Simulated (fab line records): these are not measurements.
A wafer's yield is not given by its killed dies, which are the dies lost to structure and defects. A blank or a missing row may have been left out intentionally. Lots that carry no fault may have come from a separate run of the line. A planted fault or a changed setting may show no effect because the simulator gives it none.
Which tool was responsible? -- flow sky130 -- 12 lots, 36 wafers sampled, at 3 steps of a route of 708

== WHAT THE GAUGES READ, wafer by wafer ==
SKY_VIA2_THK_MEAS_23: measures by xrf.
lot,measured,on,VIA2_W_THK (nm)
L113,day 35 23:26,filmMetro-02,439 434 431
L114,day 36 02:59,filmMetro-01,439 429 438
L115,day 36 22:16,filmMetro-01,435 434 436
L117,day 37 12:09,filmMetro-01,437 432 440
L118,day 37 20:08,filmMetro-01,430 433 424
L119,day 38 04:32,filmMetro-03,437 439 437
L120,day 38 11:08,filmMetro-03,443 440 442
L121,day 38 12:35,filmMetro-02,431 434 434
L122,day 39 06:49,filmMetro-02,429 429 426
L126,day 40 03:46,filmMetro-02,428 434 429
L127,day 40 09:49,filmMetro-03,436 441 438
L135,day 43 02:51,filmMetro-01,444 437 433

== EACH LOT AND THE TOOL THAT RAN IT (in order: tool; ch and the chambers of the sampled wafers; start) ==
lot,SKY_METAL2_SPUTTER_00,SKY_METAL2_DESCUM_17
L113,"pvdSputter-03, day 33 15:02","rieMetal-02 ch 0,1, day 34 17:47"
L114,"pvdSputter-02, day 33 18:35","rieMetal-04 ch 0,1, day 34 21:20"
L115,"pvdSputter-02, day 34 13:52","rieMetal-04 ch 0,1, day 35 16:38"
L117,"pvdSputter-04, day 35 04:24","rieMetal-02 ch 0,1, day 36 07:50"
L118,"pvdSputter-04, day 35 12:46","rieMetal-03 ch 0,1, day 36 15:38"
L119,"pvdSputter-02, day 35 21:55","rieMetal-02 ch 0,1, day 36 23:59"
L120,"pvdSputter-03, day 36 03:24","rieMetal-03 ch 0,1, day 37 06:09"
L121,"pvdSputter-02, day 36 05:01","rieMetal-04 ch 0,1, day 37 07:05"
L122,"pvdSputter-02, day 37 01:08","rieMetal-04 ch 0,1, day 38 03:18"
L126,"pvdSputter-02, day 37 21:42","rieMetal-03 ch 0,1, day 39 00:29"
L127,"pvdSputter-02, day 38 05:19","rieMetal-02 ch 0,1, day 39 06:56"
L135,"pvdSputter-02, day 41 00:56","rieMetal-03 ch 0,1, day 42 00:59"
- SKY_METAL2_SPUTTER_00: material Ti, target thk 15 nm, time 10 s.
- SKY_METAL2_DESCUM_17: chemistry O2, time 8 s.

== AS READ BY THE TOOLS THEMSELVES (means over the sampled wafers that have a number; for cases with no such wafer, the mark the record gives instead) ==
SKY_METAL2_SPUTTER_00.
lot,tool,throttleValvePct (%)
L113,pvdSputter-03,28.8
L114,pvdSputter-02,30.5
L115,pvdSputter-02,30.6
L117,pvdSputter-04,30.5
L118,pvdSputter-04,29.8
L119,pvdSputter-02,31.7
L120,pvdSputter-03,28.6
L121,pvdSputter-02,30.6
L122,pvdSputter-02,30.5
L126,pvdSputter-02,31.8
L127,pvdSputter-02,31.5
L135,pvdSputter-02,31.5

SKY_METAL2_DESCUM_17.
lot,tool,drypumpMotorCurrentA (A),oesProductAu (a.u.)
L113,rieMetal-02,5.8,1.005
L114,rieMetal-04,6.1,0.998
L115,rieMetal-04,6.1,1.002
L117,rieMetal-02,5.9,1.003
L118,rieMetal-03,5.3,0.993
L119,rieMetal-02,5.9,1.000
L120,rieMetal-03,5.1,0.992
L121,rieMetal-04,6.4,0.997
L122,rieMetal-04,6.1,0.996
L126,rieMetal-03,5.1,0.988
L127,rieMetal-02,5.8,1.002
L135,rieMetal-03,5.1,1.001

== THE ANSWER, worked out from the rows above alone ==
Rule: usual is defined by the lots themselves. Put in order of their means at a reading, lots are off if they are a third of the lots or fewer, leave a main group of 4 or more, and stand apart from it by a gap of 3 or more times the standard deviation of the main group's means; of several such gaps the widest counts. The tables above print the reading to a certain number of digits; a main group whose means all agree to those digits is not used. Also off: a lot with no number at a reading for which 4 or more lots have one. All remaining lots with rows at the step are treated as sound. First the gauges in route order, then the tools' own readings, where a lot's mean is used as printed above. The first step at which some lot is off is used, and at that step the reading that is off furthest; a lot without a number counts as furthest.
No lot is off on any of the readings shown, so nothing can be concluded from this.

== WHAT HAD BEEN PUT IN BY THE SIMULATOR ==
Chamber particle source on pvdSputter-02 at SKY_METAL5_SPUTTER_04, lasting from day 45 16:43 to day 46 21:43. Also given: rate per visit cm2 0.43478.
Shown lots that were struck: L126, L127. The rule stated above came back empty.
